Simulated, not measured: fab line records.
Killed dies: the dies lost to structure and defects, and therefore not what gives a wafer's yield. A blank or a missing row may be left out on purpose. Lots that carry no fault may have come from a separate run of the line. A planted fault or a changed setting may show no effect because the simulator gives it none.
Which tool was responsible? -- flow sky130 -- 11 lots with 33 wafers sampled at 3 steps, on a route of 708 steps

WHAT THE GAUGES READ, wafer by wafer
SKY_VT_ADJUST_HVTR_TW_MEAS_11.
lot,measured,on,VT_ADJUST_HVTR_TW
L521,day 9 17:45,film_metro-03,211.1 212.2 211.5
L523,day 10 05:12,film_metro-02,209.0 208.7 208.8
L525,day 10 19:58,film_metro-01,210.1 210.1 210.6
L528,day 11 21:13,film_metro-01,209.8 209.6 209.4
L533,day 13 12:30,film_metro-01,182.2 183.7 183.0 182.8 183.2 182.9
L534,day 13 14:46,film_metro-02,183.5 183.2 183.0 184.5 182.7 183.2
L537,day 14 22:46,film_metro-03,209.7 210.0 211.0
L539,day 15 05:21,film_metro-01,208.6 208.3 210.0
L540,day 15 13:05,film_metro-03,210.8 210.4 211.1
L541,day 15 23:25,film_metro-01,209.5 211.5 209.1
L543,day 16 15:30,film_metro-03,211.0 211.7 211.7

SKY_LDD_HVN_TW_MEAS_10.
lot,measured,on,LDD_HVN_TW
L521,day 20 16:28,film_metro-04,1441 1442 1451
L523,day 21 08:59,film_metro-03,1431 1436 1432
L525,day 21 21:26,film_metro-03,1429 1431 1424
L528,day 23 07:08,film_metro-03,1447 1442 1442
L533,day 25 02:43,film_metro-04,1441 1440 1442
L534,day 25 08:18,film_metro-04,1448 1444 1436
L537,day 26 19:42,film_metro-01,1423 1413 1429
L539,day 27 01:40,film_metro-04,1430 1441 1430
L540,day 27 10:05,film_metro-04,1428 1424 1426
L541,day 27 18:26,film_metro-03,1431 1440 1434
L543,day 28 06:41,film_metro-01,1428 1421 1429

TOOL THAT RAN EACH LOT (tool first, then ch and the chambers of the sampled wafers, then the start)
lot,SKY_VT_ADJUST_HVTR_IMPLANT_09
L521,"implanter-01 ch 0, day 9 17:30"
L523,"implanter-02 ch 0, day 10 04:57"
L525,"implanter-04 ch 0, day 10 19:45"
L528,"implanter-04 ch 0, day 11 20:59"
L533,"implanter-02 ch 0, day 13 12:15"
L534,"implanter-02 ch 0, day 13 14:33"
L537,"implanter-04 ch 0, day 14 22:33"
L539,"implanter-01 ch 0, day 15 05:07"
L540,"implanter-04 ch 0, day 15 12:50"
L541,"implanter-01 ch 0, day 15 23:10"
L543,"implanter-02 ch 0, day 16 15:15"
- SKY_VT_ADJUST_HVTR_IMPLANT_09

WHAT THE TOOLS THEMSELVES READ (means of the sampled wafers that have a number; where no wafer has one, the mark that the record gives instead)
SKY_VT_ADJUST_HVTR_IMPLANT_09.
lot,tool,dose_ions_cm2,faraday_current_uA
L521,implanter-01,2.1001e+12,11.75
L523,implanter-02,2.0991e+12,11.87
L525,implanter-04,2.1025e+12,11.79
L528,implanter-04,2.0981e+12,11.97
L533,implanter-02,1.2824e+12,7.28
L534,implanter-02,1.2844e+12,7.18
L537,implanter-04,2.0995e+12,11.96
L539,implanter-01,2.1029e+12,11.85
L540,implanter-04,2.0967e+12,11.62
L541,implanter-01,2.1025e+12,11.61
L543,implanter-02,2.1008e+12,11.90

THE ANSWER, worked out from the rows above alone
Rule: what is usual is taken from the lots themselves. The widest of any qualifying gaps counts: lots, ordered by their means at a reading, are off when they make up no more than a third of the lots, leave a main group of 4 or more, and stand apart from it by 3 or more times the standard deviation of that group's means. The tables above print the reading to a certain number of digits; a main group whose means all agree to those digits is not used. A lot without any number at a reading at which 4 lots or more have one is off too. The other lots that the step has rows for count as sound. Order of review: gauges by route order, followed by the tools' own readings, for which a lot's mean as printed above is used. The first step at which some lot is off is used, and at that step the reading that is off furthest; a lot without a number counts as furthest.
Off: L533, L534, seen at SKY_VT_ADJUST_HVTR_TW_MEAS_11 (VT_ADJUST_HVTR_TW). For the main group the mean is 210.2 and the standard deviation 0.92.
A tool fits if, at a process step before that reading, it ran every lot that is off, and no sound lot after the first of them. Not tried: the gauges at SKY_VT_ADJUST_HVTR_TW_MEAS_11; whatever is off there is also off at SKY_VT_ADJUST_HVTR_IMPLANT_09, on other tools, and gauge error can't account for it. Not one of the candidates tried fits.

WHAT WAS PUT IN BY THE SIMULATOR
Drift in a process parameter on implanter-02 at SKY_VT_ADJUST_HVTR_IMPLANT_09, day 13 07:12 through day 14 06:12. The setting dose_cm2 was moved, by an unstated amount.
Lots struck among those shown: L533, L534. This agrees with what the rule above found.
